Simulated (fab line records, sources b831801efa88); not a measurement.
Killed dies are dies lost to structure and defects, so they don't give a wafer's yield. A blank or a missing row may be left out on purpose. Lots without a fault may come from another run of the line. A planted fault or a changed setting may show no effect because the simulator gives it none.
Which tool did it? | flow sky130 | 14 lots, 40 wafers sampled, at 5 steps of a route of 708

WHAT THE GAUGES READ, wafer by wafer
SKY_LDD_LDN_TW_MEAS_13.
lot  | measured     | on            | LDD_LDN_TW
L766 | day 22 09:37 | film_metro-02 | 1494 1498 1493
L767 | day 23 00:55 | film_metro-02 | 1515 1497 1506
L769 | day 25 06:40 | film_metro-01 | 1491 1486 1499
L768 | day 25 06:59 | film_metro-04 | 1462 1471 1466
L770 | day 25 07:03 | film_metro-02 | 1511 1511 1519
L772 | day 25 10:14 | film_metro-04 | 1469 1456 1476
L773 | day 25 11:26 | film_metro-04 | 1463 1466 1462
L775 | day 26 01:18 | film_metro-01 | 1491 1489 1484
L774 | day 26 01:37 | film_metro-01 | 1480 1487 1485
L777 | day 26 17:29 | film_metro-02 | 1506 1518 1517
L781 | day 28 05:58 | film_metro-02 | 30 1500
L783 | day 29 13:50 | film_metro-01 | 1479 30
L788 | day 30 11:52 | film_metro-04 | 1451 1451 1450
L789 | day 30 14:37 | film_metro-04 | 1458 1451 1445

SKY_SPACER_THK_MEAS_01.
lot  | measured     | on            | SPACER_CVD_00_THK (nm)
L766 | day 22 11:11 | film_metro-04 | 43.6 43.6 43.6
L767 | day 23 02:14 | film_metro-01 | 43.3 43.8 43.6
L769 | day 25 08:02 | film_metro-04 | 42.8 43.1 42.6
L768 | day 25 09:15 | film_metro-01 | 43.2 42.8 43.1
L770 | day 25 09:14 | film_metro-04 | 43.3 43.4 43.3
L772 | day 25 11:33 | film_metro-01 | 42.8 42.9 43.0
L773 | day 25 13:49 | film_metro-03 | 43.2 43.2 43.2
L775 | day 26 03:07 | film_metro-04 | 43.5 43.5 43.8
L774 | day 26 03:08 | film_metro-01 | 43.5 43.6 43.3
L777 | day 26 19:38 | film_metro-04 | 42.7 42.7 43.0
L781 | day 28 07:53 | film_metro-01 | 43.8 43.6
L783 | day 29 15:09 | film_metro-01 | 42.9 42.6
L788 | day 30 13:11 | film_metro-04 | 43.1 43.0 43.0
L789 | day 30 16:48 | film_metro-03 | 42.5 42.3 42.6

SKY_POLY_CUT_CD_MEAS_08: target cd 270 nm.
lot  | measured     | on        | cd_nm (nm)
L766 | day 23 17:10 | cd_sem-02 | 272.0 272.0 270.4
L767 | day 24 07:59 | cd_sem-01 | 267.8 270.0 268.1
L769 | day 26 13:22 | cd_sem-02 | 270.2 269.4 268.9
L768 | day 26 13:55 | cd_sem-02 | 269.6 268.6 268.6
L770 | day 26 14:15 | cd_sem-02 | 270.9 270.9 270.7
L772 | day 26 16:27 | cd_sem-02 | 269.4 268.8 269.3
L773 | day 26 18:35 | cd_sem-02 | 270.6 272.3 271.0
L775 | day 27 08:34 | cd_sem-01 | 267.6 266.5 267.4
L774 | day 27 08:40 | cd_sem-02 | 269.5 269.6 269.5
L777 | day 28 00:35 | cd_sem-02 | 270.1 270.3 271.4
L781 | day 29 11:46 | cd_sem-02 | 270.8 271.0
L783 | day 30 19:02 | cd_sem-01 | 269.6 269.9
L788 | day 31 17:17 | cd_sem-02 | 269.6 271.2 270.3
L789 | day 31 21:30 | cd_sem-01 | 268.5 269.1 268.9

WHICH TOOL RAN EACH LOT (tool, then ch and the chambers of the sampled wafers, then the start)
lot  | SKY_POLY_GATE_ETCH_16              | SKY_LDD_LDN_DEVELOP_06
L766 | rie_diel-03 ch 0,2,3, day 15 22:25 | litho_track-02 ch 0, day 22 08:43
L767 | rie_diel-03 ch 2,3, day 16 10:53   | litho_track-02 ch 0, day 23 00:01
L769 | rie_diel-02 ch 0,3, day 18 14:47   | litho_track-02 ch 0, day 25 05:48
L768 | rie_diel-01 ch 1,2, day 18 15:25   | litho_track-02 ch 0, day 25 06:07
L770 | rie_diel-01 ch 1,2,3, day 18 17:35 | litho_track-01 ch 0, day 25 06:10
L772 | rie_diel-01 ch 0,2, day 18 20:13   | litho_track-04 ch 0, day 25 09:22
L773 | rie_diel-03 ch 1,2,3, day 18 21:13 | litho_track-04 ch 0, day 25 10:34
L775 | rie_diel-01 ch 0,1,3, day 19 13:25 | litho_track-01 ch 0, day 26 00:25
L774 | rie_diel-03 ch 0,1,2, day 19 13:46 | litho_track-01 ch 0, day 26 00:45
L777 | rie_diel-02 ch 0,1,2, day 20 10:10 | litho_track-04 ch 0, day 26 16:37
L781 | rie_diel-02 ch 0,1, day 21 23:26   | litho_track-04 ch 0, day 28 05:08
L783 | rie_diel-02 ch 0,2, day 23 08:37   | litho_track-04 ch 0, day 29 12:56
L788 | rie_diel-01 ch 0,1,3, day 24 09:56 | litho_track-02 ch 0, day 30 11:00
L789 | rie_diel-01 ch 1,2,3, day 24 12:16 | litho_track-02 ch 0, day 30 13:43
- SKY_POLY_GATE_ETCH_16: etches Si3N4 in CH3F/O2, stops on poly-Si, time 147.5 s, target depth 75 nm.
- SKY_LDD_LDN_DEVELOP_06: develop time 60 s.

WHAT THE TOOLS THEMSELVES READ (means of the sampled wafers that have a number; where no wafer has one, the mark that the record gives instead)
SKY_POLY_GATE_ETCH_16.
lot  | tool        | drypump_motor_current_A (A) | oes_product_au (a.u.) | throttle_valve_pct (%)
L766 | rie_diel-03 | 6.1                         | 0.642                 | 10.538
L767 | rie_diel-03 | 5.9                         | 0.638                 | 10.545
L769 | rie_diel-02 | 5.4                         | 0.639                 | 10.539
L768 | rie_diel-01 | 5.5                         | 0.636                 | 10.535
L770 | rie_diel-01 | 5.8                         | 0.638                 | 10.530
L772 | rie_diel-01 | 5.6                         | 0.642                 | 10.523
L773 | rie_diel-03 | 5.7                         | 0.637                 | 10.532
L775 | rie_diel-01 | 6.0                         | 0.638                 | 10.551
L774 | rie_diel-03 | 6.0                         | 0.638                 | 10.540
L777 | rie_diel-02 | 5.6                         | 0.641                 | 10.539
L781 | rie_diel-02 | 5.5                         | 0.635                 | 10.534
L783 | rie_diel-02 | 5.7                         | 0.643                 | 10.537
L788 | rie_diel-01 | 6.0                         | 0.637                 | 10.536
L789 | rie_diel-01 | 5.8                         | 0.635                 | 10.537

SKY_LDD_LDN_DEVELOP_06.
lot  | tool           | chill_plate_temp_C (C)
L766 | litho_track-02 | 23.04
L767 | litho_track-02 | 23.11
L769 | litho_track-02 | 23.12
L768 | litho_track-02 | 22.95
L770 | litho_track-01 | 22.93
L772 | litho_track-04 | 22.87
L773 | litho_track-04 | 23.00
L775 | litho_track-01 | 23.19
L774 | litho_track-01 | 22.97
L777 | litho_track-04 | 23.10
L781 | litho_track-04 | 22.93
L783 | litho_track-04 | 22.95
L788 | litho_track-02 | 22.87
L789 | litho_track-02 | 23.07

THE ANSWER, worked out from the rows above alone
Rule: what is usual is taken from the lots themselves. Put in order of their means at a reading, lots are off if they are a third of the lots or fewer, leave a main group of 4 or more, and stand apart from it by a gap of 3 or more times the standard deviation of the main group's means; of several such gaps the widest counts. A main group whose means are all the same, to the digits that the tables above print for the reading, isn't used. A lot without any number at a reading at which 4 lots or more have one is off too. The other lots that the step has rows for count as sound. The gauges are gone through in route order, then the tools' own readings, and for those a lot's mean is taken as printed above. The first step at which some lot is off is used, and at that step the reading that is off furthest; a lot without a number counts as furthest.
Off: L781, L783, at SKY_LDD_LDN_TW_MEAS_13 (LDD_LDN_TW). The main group: mean 1483, standard deviation 22.
A tool fits if, at a process step before that reading, it ran every lot that is off, and no sound lot after the first of them. The gauges at SKY_LDD_LDN_TW_MEAS_13 are tried like those tools. Can't be told from this: 2 tools fit, rie_diel-02 at SKY_POLY_GATE_ETCH_16, litho_track-04 at SKY_LDD_LDN_DEVELOP_06.

WHAT THE SIMULATOR HAD PUT IN
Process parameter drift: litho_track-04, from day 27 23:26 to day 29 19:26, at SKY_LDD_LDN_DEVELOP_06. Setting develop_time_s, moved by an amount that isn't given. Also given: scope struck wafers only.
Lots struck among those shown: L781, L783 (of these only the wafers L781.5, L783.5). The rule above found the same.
